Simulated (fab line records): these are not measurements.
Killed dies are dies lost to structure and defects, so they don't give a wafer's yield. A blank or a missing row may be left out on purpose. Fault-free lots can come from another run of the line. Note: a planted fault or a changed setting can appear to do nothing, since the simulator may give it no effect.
fab line records	flow gf180mcu
record: lots: 11	wafers: 33	last_day: 34
route steps=602 shown STI@1 VT_IMPLANT@97 DUAL_GATE@143 SALICIDE@280
lots with no fault: from the same line, run without faults
start_h: the number of hours between the record's first day and the start of the first shown wafer of the lot	wait_h: hours since the lot's step before	" as in the row above	L1.1+2: a row that stands for several wafers	- no value, or no start given	* or withheld: withheld	< > ~ a bound
route shown NAME@n: NAME is a module with steps in the file, n the number in the route of the first one	usual: mean/standard deviation taken from wafers without a fault	same: alike in all rows	chamber/n: place in a boat	sites: per-site readings	_std_site: the standard deviation of these	_edge_site: outer sites' mean less inner sites'	radius_mm: how far each site lies from the wafer's centre	mask NAME#n: copy n	behind: the last tool/chamber to shape the wafer	hold: reason for holding the lot/hours on hold/outcome of the hold	device: the transistor (n, p or np) that didn't switch	end of line: tests of these same wafers at the route's end	a step with no rows: only its recipe	killed: count of dies lost to structure and defects at first sort (not the wafer's yield)	map: the dies of a wafer, with x for killed, . for not killed, _ for no die there
set.NAME: the setting as run; set.NAME@STEP: as run at that earlier step	model.NAME: the simulator's own value behind a step, which no gauge read
steps of the route over a sample of lots; a table a step, a row a wafer
services: from which hour (start_h, from the record's first day; less than 0 if before it) a tool's chamber was out of use, for how many hours, and why
== steps ==
step: GF_STI_BOW_MEAS_00
recipe: mode: bow
usual: INCOMING_BOW: 0/6.4
lot.wafer	tool	chamber	start_h	wait_h	INCOMING_BOW[um]
L512.2	film_metro-03	-	10.02	-	-6
L512.4	"	-	"	"	-4
L512.5	"	-	"	"	10
L513.2	film_metro-02	-	15.02	-	-3
L513.4	"	-	"	"	5
L513.5	"	-	"	"	3
L514.1	film_metro-02	-	20.00	-	11
L514.4	"	-	"	"	0
L514.5	"	-	"	"	3
L515.1	film_metro-02	-	25.00	-	-1
L515.3	"	-	"	"	-9
L515.4	"	-	"	"	6
L516.3	film_metro-03	-	30.04	-	-2
L516.4	"	-	"	"	0
L516.5	"	-	"	"	12
L520.1	film_metro-01	-	50.03	-	-3
L520.2	"	-	"	"	-1
L520.3	"	-	"	"	-6
L522.2	film_metro-03	-	60.02	-	7
L522.4	"	-	"	"	8
L522.5	"	-	"	"	-7
L526.1	film_metro-02	-	80.00	-	1
L526.2	"	-	"	"	3
L526.4	"	-	"	"	5
L531.4	film_metro-03	-	105.06	-	-2
L531.5	"	-	"	"	5
L531.6	"	-	"	"	-4
L533.1	film_metro-03	-	115.00	-	-12
L533.2	"	-	"	"	-3
L533.3	"	-	"	"	3
L535.3	film_metro-02	-	125.04	-	7
L535.4	"	-	"	"	-10
L535.5	"	-	"	"	7
step: GF_VT_IMPLANT_OVL_MEAS_07
usual: VT_IMPLANT_OVL: 0.2/1.4
lot.wafer	tool	chamber	start_h	wait_h	VT_IMPLANT_OVL[nm]
L512.2	overlay-01	-	112.32	0.1	1.4
L512.4	"	-	"	"	1.4
L512.5	"	-	"	"	1.1
L513.2	overlay-01	-	118.16	0.1	-0.7
L513.4	"	-	"	"	0.7
L513.5	"	-	"	"	-0.5
L514.1	overlay-01	-	123.65	0.1	0.8
L514.4	"	-	"	"	1.2
L514.5	"	-	"	"	1.5
L515.1	overlay-02	-	130.76	0.1	1.0
L515.3	"	-	"	"	2.7
L515.4	"	-	"	"	1.1
L516.3	overlay-02	-	136.97	0.1	0.9
L516.4	"	-	"	"	0.6
L516.5	"	-	"	"	0.6
L520.1	overlay-01	-	161.46	0.1	-2.6
L520.2	"	-	"	"	-1.3
L520.3	"	-	"	"	-0.7
L522.2	overlay-01	-	171.66	0.1	0.7
L522.4	"	-	"	"	-1.4
L522.5	"	-	"	"	0.8
L526.1	overlay-02	-	194.66	0.1	-0.9
L526.2	"	-	"	"	-0.2
L526.4	"	-	"	"	-1.0
L531.4	overlay-01	-	228.57	0.1	0.5
L531.5	"	-	"	"	1.4
L531.6	"	-	"	"	-0.1
L533.1	overlay-02	-	238.61	0.1	1.0
L533.2	"	-	"	"	1.3
L533.3	"	-	"	"	1.6
L535.3	overlay-01	-	252.02	0.1	0.3
L535.4	"	-	"	"	-0.7
L535.5	"	-	"	"	-0.9
step: GF_DUAL_GATE_OXIDATION_02
recipe: temp_c: 900	ambient: O2	stabilise_s: 600	purge_s: 300	target_thk_a: 108.87	ox_time_s: 1602
usual: spike_tc_bottom_C: 920/3.7	spike_tc_centre_C: 900.8/1.4	spike_tc_lower_C: 899.4/1	spike_tc_top_C: 911/6	spike_tc_upper_C: 899.8/1	tube_center_temp_C: 900.01/0.08	tube_center_temp_C_max: 902.4/0.4	zone_power_top_pct: 35.0/2.5	zone_power_upper_pct: 16.2/0.3
lot.wafer	tool	chamber	start_h	wait_h	spike_tc_bottom_C	spike_tc_centre_C	spike_tc_lower_C	spike_tc_top_C	spike_tc_upper_C	tube_center_temp_C	tube_center_temp_C_max	zone_power_top_pct	zone_power_upper_pct
L512.2	furnace-02	0	160.41	0.9	916	901.1	900.5	918	902.3	900.01	902.3	32.7	16.5
L512.4	"	0	"	"	914	898.8	899.9	917	898.4	900.06	903.1	32.6	16.6
L512.5	"	0	"	"	917	899.5	899.6	916	898.6	900.04	902.3	32.3	16.2
L513.2	furnace-01	0	165.61	1.0	923	901.8	899.6	906	901.0	900	901.9	37.5	15.8
L513.4	"	0	"	"	924	899.7	901.1	905	899.8	899.95	902.6	37.3	16.1
L513.5	"	0	"	"	925	901.8	899.0	904	900.3	899.86	902.1	37.6	15.7
L514.1	furnace-01	0	171.93	0.0	923	900.4	899.5	906	900.5	899.94	902.2	37.4	15.9
L514.4	"	0	"	"	924	900.2	899.1	904	899.5	899.93	902.9	37.8	15.9
L514.5	"	0	"	"	923	902.1	899.7	905	898.7	899.95	902.2	37.7	15.9
L515.1	furnace-02	0	179.22	0.2	917	901.0	902.0	918	900.6	899.89	902.4	32.4	16.4
L515.3	"	0	"	"	917	900.4	900.3	915	900.4	900.01	902.0	32.6	16.6
L515.4	"	0	"	"	917	901.6	899.6	917	898.7	900.04	902.2	32.1	16.4
L516.3	furnace-01	0	186.51	1.3	922	903.6	897.2	905	901.7	899.95	902.6	38.6	15.8
L516.4	"	0	"	"	924	904.3	900.1	906	899.6	900.03	902.4	36.8	16.1
L516.5	"	0	"	"	922	901.4	897.8	905	901.9	900.19	902.8	36.8	16.0
L520.1	furnace-01	0	212.70	0.2	923	903.4	899.2	906	902.2	899.95	902.8	37.7	15.8
L520.2	"	0	"	"	924	901.1	897.9	905	900.1	900.09	902.4	37.4	15.9
L520.3	"	0	"	"	923	902.4	897.4	902	901.6	900.04	902.5	37.8	15.8
L522.2	furnace-01	0	222.41	0.0	911	891.4	888.6	891	888.5	887.97	891.0	37.3	15.6
L522.4	"	0	"	"	912	889.7	887.4	892	887.2	888.04	891.1	36.2	15.5
L522.5	"	0	"	"	910	890.6	886.8	894	889.4	887.89	890.6	36.6	15.6
L526.1	furnace-01	0	252.07	0.5	912	891.4	885.8	892	888.1	888.15	891.2	37.2	15.5
L526.2	"	0	"	"	911	890.7	887.1	893	887.3	888.01	890.8	36.6	15.4
L526.4	"	0	"	"	911	890.7	887.4	894	890.1	888.06	890.0	36.3	15.6
L531.4	furnace-02	0	287.42	0.0	919	902.0	900.0	916	899.8	899.94	902.8	32.1	16.4
L531.5	"	0	"	"	917	901.1	900.4	919	899.7	900.09	902.4	32.9	16.5
L531.6	"	0	"	"	914	901.0	900.1	918	899.3	899.99	902.6	32.6	16.4
L533.1	furnace-02	0	298.64	0.8	915	899.0	897.2	916	899.2	900.04	902.3	32.6	16.5
L533.2	"	0	"	"	917	899.6	899.5	918	899.3	899.77	902.2	32.6	16.5
L533.3	"	0	"	"	917	897.7	899.7	916	899.5	899.9	901.9	32.4	16.6
L535.3	furnace-02	0	311.96	0.1	915	899.8	898.6	917	898.7	899.89	902.7	33.0	16.3
L535.4	"	0	"	"	917	900.7	898.8	919	900.6	900	902.1	32.5	16.3
L535.5	"	0	"	"	917	900.6	898.2	915	900.1	900.04	901.8	33.0	16.3
step: GF_DUAL_GATE_THK_MEAS_03
recipe: reads: SiO2_of_DUAL_GATE_OXIDATION_02
usual: DUAL_GATE_OXIDATION_00_THK: 10.97/0.21
lot.wafer	tool	chamber	start_h	wait_h	DUAL_GATE_OXIDATION_00_THK[nm]
L512.2	film_metro-03	-	161.87	0.0	10.89
L512.4	"	-	"	"	10.76
L512.5	"	-	"	"	10.95
L513.2	film_metro-03	-	167.06	0.0	10.65
L513.4	"	-	"	"	10.59
L513.5	"	-	"	"	10.41
L514.1	film_metro-01	-	173.38	0.0	11.01
L514.4	"	-	"	"	11.07
L514.5	"	-	"	"	11.04
L515.1	film_metro-02	-	180.67	0.0	10.68
L515.3	"	-	"	"	10.86
L515.4	"	-	"	"	10.70
L516.3	film_metro-02	-	187.98	0.0	10.68
L516.4	"	-	"	"	10.86
L516.5	"	-	"	"	10.89
L520.1	film_metro-01	-	214.14	0.0	10.91
L520.2	"	-	"	"	11.22
L520.3	"	-	"	"	10.89
L522.2	film_metro-01	-	223.87	0.0	9.91
L522.4	"	-	"	"	9.68
L522.5	"	-	"	"	9.77
L526.1	film_metro-02	-	253.51	0.0	9.59
L526.2	"	-	"	"	9.36
L526.4	"	-	"	"	9.27
L531.4	film_metro-02	-	288.90	0.0	11.01
L531.5	"	-	"	"	11.03
L531.6	"	-	"	"	10.87
L533.1	film_metro-02	-	300.15	0.1	11.31
L533.2	"	-	"	"	10.98
L533.3	"	-	"	"	11.03
L535.3	film_metro-03	-	313.42	0.0	10.85
L535.4	"	-	"	"	10.87
L535.5	"	-	"	"	10.85
step: GF_SALICIDE_SPUTTER_02
recipe: material: Co	target_thk_nm: 10	power_w: 1000	time_s: 20	chamber_pressure_pa: 0.4
usual: throttle_valve_pct: 30.3/0.93
lot.wafer	tool	chamber	start_h	wait_h	throttle_valve_pct
L512.2	pvd_sputter-03	-	342.90	0.0	29.8
L512.4	"	-	"	"	30.1
L512.5	"	-	"	"	30.3
L513.2	pvd_sputter-02	-	348.27	0.0	29.7
L513.4	"	-	"	"	31.1
L513.5	"	-	"	"	30.7
L514.1	pvd_sputter-02	-	355.96	0.0	30.9
L514.4	"	-	"	"	30.3
L514.5	"	-	"	"	30.7
L515.1	pvd_sputter-04	-	366.16	0.0	30.6
L515.3	"	-	"	"	28.8
L515.4	"	-	"	"	32.1
L516.3	pvd_sputter-04	-	376.35	0.0	32.1
L516.4	"	-	"	"	32.0
L516.5	"	-	"	"	30.8
L520.1	pvd_sputter-02	-	411.20	0.0	30.9
L520.2	"	-	"	"	29.4
L520.3	"	-	"	"	30.8
L522.2	pvd_sputter-02	-	423.60	0.0	29.5
L522.4	"	-	"	"	30.9
L522.5	"	-	"	"	29.5
L526.1	pvd_sputter-02	-	461.81	0.0	30.8
L526.2	"	-	"	"	30.8
L526.4	"	-	"	"	30.6
L531.4	pvd_sputter-02	-	504.91	0.0	30.4
L531.5	"	-	"	"	30.8
L531.6	"	-	"	"	29.7
L533.1	pvd_sputter-02	-	519.53	0.0	30.7
L533.2	"	-	"	"	30.8
L533.3	"	-	"	"	30.9
L535.3	pvd_sputter-04	-	532.69	0.0	28.6
L535.4	"	-	"	"	32.3
L535.5	"	-	"	"	30.9
== services ==
tool	chamber	start_h	hours	kind
pvd_sputter-02	-	139.47	0.6	repair
pvd_sputter-02	-	146.23	32.7	repair
furnace-02	-	146.38	6.6	pm
furnace-02	-	152.95	3.1	pm
furnace-02	-	174.55	3.5	repair
furnace-01	-	179.46	3.3	pm
furnace-01	-	191.49	3.4	pm
pvd_sputter-02	-	277.95	3.2	repair
furnace-02	-	290.42	3.9	pm
pvd_sputter-03	-	302.93	1.3	repair
pvd_sputter-02	-	307.43	1.5	repair
furnace-02	-	318.26	2.9	pm
pvd_sputter-03	-	357.88	3.9	repair
furnace-02	-	363.13	6.0	repair
pvd_sputter-02	-	385.18	0.9	repair
pvd_sputter-03	-	387.76	21.1	repair
furnace-02	-	398.20	2.4	repair
furnace-01	-	412.87	2.8	pm
pvd_sputter-03	-	420.41	3.6	repair
furnace-01	-	472.03	4.0	pm
furnace-02	-	486.26	3.7	pm
pvd_sputter-02	-	486.72	6.4	repair
pvd_sputter-04	-	499.70	2.1	repair
furnace-01	-	513.87	3.5	pm
== key ==
first_sign: step: GF_DUAL_GATE_OXIDATION_02	reading: tube_center_temp_C	direction: down	sigmas: 99+	usual: *	struck: *
effect: step: GF_DUAL_GATE_OXIDATION_02	reading: tube_center_temp_C_max	direction: down	sigmas: 29	usual: *	struck: *
effect: step: GF_DUAL_GATE_THK_MEAS_03	reading: DUAL_GATE_OXIDATION_00_THK	direction: down	sigmas: 6.5	usual: 10.97	struck: 9.60
met_at GF_DUAL_GATE_OXIDATION_02
struck_lots L522,L526
tester_left_out L522,L526
not_acting_at GF_STI_BOW_MEAS_00,GF_VT_IMPLANT_OVL_MEAS_07,GF_SALICIDE_SPUTTER_02
onset_between 212.70 222.41
fault: kind: process_parameter_drift	tool: furnace-01	chamber: -	onset_h: 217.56	steps: GF_DUAL_GATE_OXIDATION_02	channel: temp_c	offset: *	shape: step	end_h: 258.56	acts_in: *	stated: *
tester_left_out: of these lots the tester's yield and bins aren't shown, on N5 and GAA mostly nor the transistor test; their killed dies are dies lost to structure and defects alone, not to doping, threshold or leakage, so they don't give the yield
